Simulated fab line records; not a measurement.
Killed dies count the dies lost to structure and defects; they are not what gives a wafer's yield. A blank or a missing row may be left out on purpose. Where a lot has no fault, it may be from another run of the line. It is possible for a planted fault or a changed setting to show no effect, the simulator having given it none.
Which tool did it?	flow gf180mcu	15 lots with 45 wafers sampled at 5 steps, on a route of 602 steps

== WHAT THE GAUGES READ, wafer by wafer ==
GF_DNWELL_TW_MEAS_09. Usual: DNWELL_TW typically reads 1342, with standard deviation 22.
lot	measured	on	DNWELL_TW	flag
L993	day 2 21:43	film-metro-02	1358 1348 1349	
L995	day 3 07:58	film-metro-03	1331 1333 1336	
L996	day 3 12:19	film-metro-03	1336 1340 1333	
L998	day 3 20:46	film-metro-03	1316 1320 1325	
L100	day 4 07:07	film-metro-04	1371 1366 1371	
L102	day 4 17:22	film-metro-03	1330 1327 1325	
L105	day 5 09:59	film-metro-03	1326 1325 1322	
L106	day 5 16:07	film-metro-03	1325 1321 1332	
L107	day 5 21:55	film-metro-03	1330 1319 1323	
L108	day 6 02:14	film-metro-04	1385 1381 1384	
L110	day 6 13:22	film-metro-04	1364 1370 1366	
L111	day 6 17:43	film-metro-03	1322 1323 1323	
L113	day 7 05:17	film-metro-04	1379 1381 1390	
L114	day 7 08:44	film-metro-03	1328 1322 1322	
L116	day 7 22:07	film-metro-03	1335 1339 1330	

GF_HV_LDD_TW_MEAS_23. Usual: HV_LDD_2_TW typically reads 1057, with standard deviation 12.
lot	measured	on	HV_LDD_2_TW	flag
L993	day 10 20:42	film-metro-04	1070 1069 1071	
L995	day 11 12:48	film-metro-04	1075 1066 1067	
L996	day 11 19:50	film-metro-02	1047 1050 1047	
L998	day 12 06:11	film-metro-04	1069 1072 1067	
L100	day 12 23:56	film-metro-01	1054 1052 1056	
L102	day 13 15:08	film-metro-02	1293 1297 1299	OFF
L105	day 14 13:07	film-metro-02	1301 1295 1301	OFF
L106	day 14 19:35	film-metro-01	1070 1071 1063	
L107	day 15 03:49	film-metro-02	1303 1306 1311	OFF
L108	day 15 08:31	film-metro-02	1049 1049 1054	
L110	day 16 03:04	film-metro-04	1072 1078 1075	
L111	day 16 07:55	film-metro-02	1045 1036 1047	
L113	day 17 00:44	film-metro-01	1067 1063 1063	
L114	day 17 09:20	film-metro-04	1075 1077 1071	
L116	day 18 03:19	film-metro-02	1042 1045 1039	

GF_HV_LDD_OVL_MEAS_47. Usual: HV_LDD_03_OVL typically reads 0.1 nm, with standard deviation 1.6.
lot	measured	on	HV_LDD_03_OVL (nm)	flag
L993	day 12 12:04	overlay-02	2.9 2.0 2.9	
L995	day 13 04:54	overlay-01	-1.4 -1.7 -0.2	
L996	day 13 12:23	overlay-01	-2.9 -2.5 -0.5	
L998	day 13 23:30	overlay-01	1.6 0.3 2.3	
L100	day 14 18:26	overlay-01	0.6 0.9 0.4	
L102	day 15 10:05	overlay-02	0.0 0.1 0.8	
L105	day 16 08:56	overlay-01	1.5 -0.4 2.9	
L106	day 16 15:44	overlay-01	0.2 -0.4 -0.5	
L107	day 16 23:50	overlay-02	-0.8 2.2 0.7	
L108	day 17 04:02	overlay-01	1.2 1.2 -1.1	
L110	day 18 01:03	overlay-01	-0.5 -0.5 2.0	
L111	day 18 05:41	overlay-02	0.9 2.4 2.2	
L113	day 18 23:20	overlay-02	-2.4 -0.7 0.2	
L114	day 19 09:47	overlay-01	-2.6 -1.3 -0.9	
L116	day 20 04:41	overlay-01	0.1 0.7 0.1	

== WHICH TOOL RAN EACH LOT (tool, then ch and the chambers of the sampled wafers, then the start) ==
lot	GF_POLY_GATE_ETCH_13	GF_HV_LDD_IMPLANT_21
L993	rie-si-01 ch 0,1,3, day 9 07:41	implanter-02 ch 0, day 10 20:28
L995	rie-si-02 ch 0,2,3, day 9 20:43	implanter-02 ch 0, day 11 12:35
L996	rie-si-02 ch 0,1,3, day 10 00:46	implanter-04 ch 0, day 11 19:35
L998	rie-si-02 ch 0,2,3, day 10 12:44	implanter-02 ch 0, day 12 05:56
L100	rie-si-01 ch 0,1,2, day 11 07:05	implanter-04 ch 0, day 12 23:41
L102	rie-si-02 ch 0,2,3, day 11 21:08	implanter-04 ch 0, day 13 14:34
L105	rie-si-01 ch 1,2,3, day 12 16:46	implanter-03 ch 0, day 14 12:31
L106	rie-si-01 ch 0,1,2, day 12 23:29	implanter-03 ch 0, day 14 19:20
L107	rie-si-02 ch 0,1, day 13 06:28	implanter-03 ch 0, day 15 03:05
L108	rie-si-02 ch 0,1, day 13 12:50	implanter-02 ch 0, day 15 08:17
L110	rie-si-01 ch 1,2,3, day 14 06:30	implanter-02 ch 0, day 16 02:49
L111	rie-si-01 ch 0,1,2, day 14 09:39	implanter-03 ch 0, day 16 07:40
L113	rie-si-02 ch 2,3, day 15 02:20	implanter-02 ch 0, day 17 00:29
L114	rie-si-02 ch 2,3, day 15 07:49	implanter-02 ch 0, day 17 09:07
L116	rie-si-02 ch 1,2,3, day 16 03:43	implanter-04 ch 0, day 18 03:04
- GF_POLY_GATE_ETCH_13: etches poly-Si in HBr/Cl2, stops on SiO2, target depth 198.5 nm, time 69.6 s.
- GF_HV_LDD_IMPLANT_21

== AS READ BY THE TOOLS THEMSELVES (means over the sampled wafers that have a number; for cases with no such wafer, the mark the record gives instead) ==
GF_POLY_GATE_ETCH_13. Usual: drypump-motor-current-A 5.7 A, standard deviation 0.54; he-backside-leak-sccm 2.66 sccm, standard deviation 0.29; oes-product-au 0.986 a.u., standard deviation 0.0074; rf-fwd-power-W 396.8 W, standard deviation 1.4; throttle-valve-pct 33.683 %, standard deviation 0.0097.
lot	tool	drypump-motor-current-A (A)	he-backside-leak-sccm (sccm)	oes-product-au (a.u.)	rf-fwd-power-W (W)	throttle-valve-pct (%)	flag
L993	rie-si-01	5.6	2.42	0.985	395.8	33.694	
L995	rie-si-02	5.7	2.70	0.982	396.4	33.686	
L996	rie-si-02	5.7	2.80	0.989	397.6	33.682	
L998	rie-si-02	5.7	2.78	0.988	397.5	33.674	
L100	rie-si-01	6.0	2.51	0.981	396.9	33.687	
L102	rie-si-02	5.7	2.71	0.990	397.7	33.688	
L105	rie-si-01	5.4	2.60	0.993	395.3	33.677	
L106	rie-si-01	6.0	2.51	0.983	396.3	33.680	
L107	rie-si-02	5.3	2.95	0.990	398.8	33.687	
L108	rie-si-02	5.3	2.87	0.994	396.1	33.677	
L110	rie-si-01	5.5	2.54	0.979	397.2	33.687	
L111	rie-si-01	6.0	2.63	0.988	396.6	33.680	
L113	rie-si-02	6.1	2.61	0.991	398.1	33.694	
L114	rie-si-02	5.9	2.50	0.987	397.2	33.676	
L116	rie-si-02	5.9	2.70	0.987	396.0	33.687	

== THE ANSWER, worked out from the rows above alone ==
Rule: take the mean of a lot's wafers that have a number; if it is more than 3 standard deviations from the usual mean, the lot is off. Also off: a lot with no number at a reading for which 4 or more lots have one. Where the step has rows for the other lots, those lots are counted as sound. After the gauges, taken in route order, come the tools' own readings; for these a lot's mean is taken, as printed above. At the first step where some lot is off, the reading lying furthest off is the one used; lots without a number count as furthest.
Off: L102, L105, L107, at GF_HV_LDD_TW_MEAS_23 (HV_LDD_2_TW).
A tool fits if, at a process step before that reading, it ran every lot that is off, and no sound lot after the first of them. The gauges at GF_HV_LDD_TW_MEAS_23 are tried like those tools. Not one of the candidates tried fits.

== WHAT WAS PUT IN BY THE SIMULATOR ==
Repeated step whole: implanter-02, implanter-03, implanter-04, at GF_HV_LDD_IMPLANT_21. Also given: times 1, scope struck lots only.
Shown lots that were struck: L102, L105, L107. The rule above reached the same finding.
